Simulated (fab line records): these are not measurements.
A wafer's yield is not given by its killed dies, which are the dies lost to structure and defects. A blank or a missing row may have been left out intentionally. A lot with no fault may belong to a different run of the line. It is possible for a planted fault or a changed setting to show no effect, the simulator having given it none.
Which tool did it? | flow sky130 | 12 lots, 36 wafers sampled, at 5 steps of a route of 708

WHAT EACH GAUGE READ, for each wafer
SKY_VT_ADJUST_LVTN_OVL_MEAS_18.
lot  | measured     | on         | VT_ADJUST_LVTN_01_OVL (nm)
L596 | day 8 00:16  | overlay-02 | 0.0 -1.8 -0.3
L597 | day 8 05:26  | overlay-01 | 0.3 1.1 -0.2
L599 | day 8 17:51  | overlay-01 | -0.4 1.0 1.1
L600 | day 9 03:38  | overlay-02 | -1.2 -1.0 -0.7
L602 | day 9 16:28  | overlay-02 | 0.2 -0.2 -0.3
L603 | day 9 23:35  | overlay-02 | -0.3 0.4 0.5
L604 | day 10 09:43 | overlay-02 | -0.2 -1.8 -0.7
L607 | day 11 01:44 | overlay-02 | 184.3 185.8 183.0
L608 | day 11 08:44 | overlay-02 | 184.9 183.9 183.5
L609 | day 11 13:08 | overlay-02 | 183.2 182.9 183.2
L610 | day 11 20:25 | overlay-02 | 185.2 183.8 184.5
L613 | day 12 16:10 | overlay-02 | 1.6 1.0 0.6

SKY_VT_ADJUST_LVTN_TW_MEAS_21.
lot  | measured     | on           | VT_ADJUST_LVTN_2_TW
L596 | day 8 00:33  | filmMetro-02 | 187.0 189.0 187.2
L597 | day 8 05:44  | filmMetro-03 | 191.4 190.8 191.0
L599 | day 8 18:08  | filmMetro-04 | 185.4 183.9 185.7
L600 | day 9 03:58  | filmMetro-02 | 189.3 188.3 187.8
L602 | day 9 16:45  | filmMetro-03 | 191.0 191.7 190.7
L603 | day 9 23:52  | filmMetro-02 | 188.7 188.0 187.9
L604 | day 10 09:59 | filmMetro-04 | 184.1 184.4 184.7
L607 | day 11 02:01 | filmMetro-03 | 190.3 190.2 189.8
L608 | day 11 09:02 | filmMetro-03 | 189.5 189.5 190.4
L609 | day 11 13:26 | filmMetro-04 | 183.9 184.6 184.1
L610 | day 11 20:43 | filmMetro-02 | 188.3 189.9 190.0
L613 | day 12 16:28 | filmMetro-03 | 190.3 190.0 190.4

SKY_VT_ADJUST_PCH_OVL_MEAS_07.
lot  | measured     | on         | VT_ADJUST_PCH_OVL (nm)
L596 | day 10 17:19 | overlay-02 | -2.3 -4.5 -2.0
L597 | day 10 22:06 | overlay-02 | -0.9 -1.0 -0.7
L599 | day 11 12:49 | overlay-02 | -2.3 -1.9 -3.5
L600 | day 11 23:41 | overlay-02 | -1.8 -2.2 -1.3
L602 | day 12 14:27 | overlay-02 | 2.6 0.7 1.8
L603 | day 12 21:22 | overlay-02 | -1.1 -1.9 -0.7
L604 | day 13 08:40 | overlay-02 | 1.4 0.4 -0.8
L607 | day 14 04:40 | overlay-01 | -0.7 -1.9 -0.4
L608 | day 14 11:22 | overlay-02 | -1.9 -1.4 -2.2
L609 | day 14 16:44 | overlay-02 | 1.0 0.2 -1.2
L610 | day 14 22:55 | overlay-02 | -2.5 -0.8 -2.9
L613 | day 15 22:41 | overlay-01 | -1.9 -1.0 -0.1

EACH LOT AND THE TOOL THAT RAN IT (in order: tool; ch and the chambers of the sampled wafers; start)
lot  | SKY_NWELL_STRIP_25                 | SKY_VT_ADJUST_LVTN_EXPOSE_15
L596 | plasmaAsher-03 ch 0,1, day 5 13:11 | ilineStepper-02 ch 0, day 7 14:27
L597 | plasmaAsher-01 ch 0,1, day 5 19:05 | ilineStepper-02 ch 0, day 7 18:56
L599 | plasmaAsher-02 ch 0,1, day 6 06:20 | ilineStepper-02 ch 0, day 8 08:22
L600 | plasmaAsher-03 ch 0,1, day 6 15:17 | ilineStepper-02 ch 0, day 8 16:55
L602 | plasmaAsher-01 ch 0,1, day 7 02:38 | ilineStepper-02 ch 0, day 9 06:06
L603 | plasmaAsher-03 ch 0,1, day 7 08:11 | ilineStepper-02 ch 0, day 9 12:28
L604 | plasmaAsher-02 ch 0,1, day 7 17:38 | ilineStepper-02 ch 0, day 9 22:57
L607 | plasmaAsher-01 ch 0,1, day 8 08:59 | ilineStepper-02 ch 0, day 10 15:07
L608 | plasmaAsher-02 ch 0,1, day 8 14:14 | ilineStepper-02 ch 0, day 10 21:46
L609 | plasmaAsher-02 ch 0,1, day 8 18:32 | ilineStepper-02 ch 0, day 11 01:35
L610 | plasmaAsher-02 ch 0,1, day 9 00:38 | ilineStepper-02 ch 0, day 11 08:25
L613 | plasmaAsher-03 ch 0,1, day 9 18:14 | ilineStepper-01 ch 0, day 12 04:54
- SKY_NWELL_STRIP_25: strips in O2/N2.
- SKY_VT_ADJUST_LVTN_EXPOSE_15: exposes mask HVN STD DERIVED, target cd 600 nm.

WHAT THE TOOLS THEMSELVES READ (means of the sampled wafers that have a number; where no wafer has one, the mark that the record gives instead)
SKY_NWELL_STRIP_25.
lot  | tool           | chamberPressureMTorr (mTorr) | drypumpMotorCurrentA (A) | oesProductAu (a.u.) | stripTimeToEndpointS (s)
L596 | plasmaAsher-03 | 1499.6                       | 5.7                      | 0.722               | 36.95
L597 | plasmaAsher-01 | 1499.6                       | 5.9                      | 0.725               | 36.83
L599 | plasmaAsher-02 | 1499.1                       | 5.5                      | 0.719               | 36.71
L600 | plasmaAsher-03 | 1500.4                       | 6.0                      | 0.726               | 36.99
L602 | plasmaAsher-01 | 1501.7                       | 5.9                      | 0.724               | 36.85
L603 | plasmaAsher-03 | 1500.5                       | 6.0                      | 0.722               | 36.89
L604 | plasmaAsher-02 | 1499.7                       | 5.5                      | 0.725               | 37.06
L607 | plasmaAsher-01 | 1499.9                       | 5.8                      | 0.724               | 36.77
L608 | plasmaAsher-02 | 1499.6                       | 5.5                      | 0.717               | 36.81
L609 | plasmaAsher-02 | 1499.9                       | 5.5                      | 0.718               | 37.03
L610 | plasmaAsher-02 | 1500.9                       | 5.5                      | 0.722               | 36.95
L613 | plasmaAsher-03 | 1500.6                       | 6.0                      | 0.721               | 36.78

THE ANSWER, worked out from the rows above alone
Rule: the usual values come from the lots themselves. The widest of any qualifying gaps counts: lots, ordered by their means at a reading, are off when they make up no more than a third of the lots, leave a main group of 4 or more, and stand apart from it by 3 or more times the standard deviation of that group's means. A main group is skipped when, at the precision printed for the reading in the tables above, its means are all equal. A lot without any number at a reading at which 4 lots or more have one is off too. Any other lot the step has rows for is counted as sound. After the gauges, taken in route order, come the tools' own readings; for these a lot's mean is taken, as printed above. The first step at which some lot is off is used, and at that step the reading that is off furthest; a lot without a number counts as furthest.
Off: at SKY_VT_ADJUST_LVTN_OVL_MEAS_18 (VT_ADJUST_LVTN_01_OVL), L607, L608, L609, L610. Mean -0.1 nm and standard deviation 0.7 in the main group.
If a tool, at a process step before that reading, ran all the lots that are off and no sound lot after the first of them, it fits. Those tools and the gauges at SKY_VT_ADJUST_LVTN_OVL_MEAS_18 are tried in the same way. One candidate fits, namely ilineStepper-02 at SKY_VT_ADJUST_LVTN_EXPOSE_15. Its last sound lot is L604 (day 9 22:57), its first lot that is off L607 (day 10 15:07): a fault that began between those two fits.

WHAT THE SIMULATOR PUT IN
Scanner matching overlay: ilineStepper-02, from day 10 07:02 on, at SKY_VT_ADJUST_LVTN_EXPOSE_15. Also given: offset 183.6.
Shown lots that were struck: L607, L608, L609, L610. The same result came from the rule above.
